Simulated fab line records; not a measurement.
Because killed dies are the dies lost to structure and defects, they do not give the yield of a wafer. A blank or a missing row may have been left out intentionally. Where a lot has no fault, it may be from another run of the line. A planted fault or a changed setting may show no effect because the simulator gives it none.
Which tool did it?	flow sky130	33 wafers sampled from 11 lots at 1 step of a route of 708

== WHAT THE GAUGES SHOWED, per wafer ==
SKY_POLY_GATE_CD_MEAS_13: the cd target is 150 nm.
lot	measured	on	cdNm (nm)
L920	day 17 13:47	cdSem-02	151.5 148.8 150.0
L923	day 18 08:19	cdSem-01	149.7 150.1 149.1
L924	day 18 17:34	cdSem-02	149.1 149.1 149.7
L925	day 18 21:24	cdSem-02	149.1 150.2 148.0
L926	day 19 06:05	cdSem-02	147.3 148.4 147.8
L927	day 19 10:02	cdSem-01	147.8 148.1 148.3
L933	day 21 15:37	cdSem-01	148.2 149.0 148.9
L934	day 22 10:04	cdSem-02	150.2 150.4 150.0
L937	day 23 04:04	cdSem-01	150.0 151.1 149.7
L938	day 23 14:29	cdSem-01	148.0 149.1 149.9
L941	day 24 14:29	cdSem-01	150.3 148.7 149.2

== EACH LOT AND THE TOOL THAT RAN IT (in order: tool; ch and the chambers of the sampled wafers; start) ==
The record holds no process step before these readings.

== THE ANSWER, worked out from the rows above alone ==
Rule: what is usual is taken from the lots themselves. Put in order of their means at a reading, lots are off if they are a third of the lots or fewer, leave a main group of 4 or more, and stand apart from it by a gap of 3 or more times the standard deviation of the main group's means; of several such gaps the widest counts. A main group whose means are all the same, to the digits that the tables above print for the reading, isn't used. Also off: a lot with no number at a reading for which 4 or more lots have one. The other lots that the step has rows for count as sound.
No lot is off on any of the readings shown, so nothing can be concluded from this.

== WHAT THE SIMULATOR HAD INSERTED ==
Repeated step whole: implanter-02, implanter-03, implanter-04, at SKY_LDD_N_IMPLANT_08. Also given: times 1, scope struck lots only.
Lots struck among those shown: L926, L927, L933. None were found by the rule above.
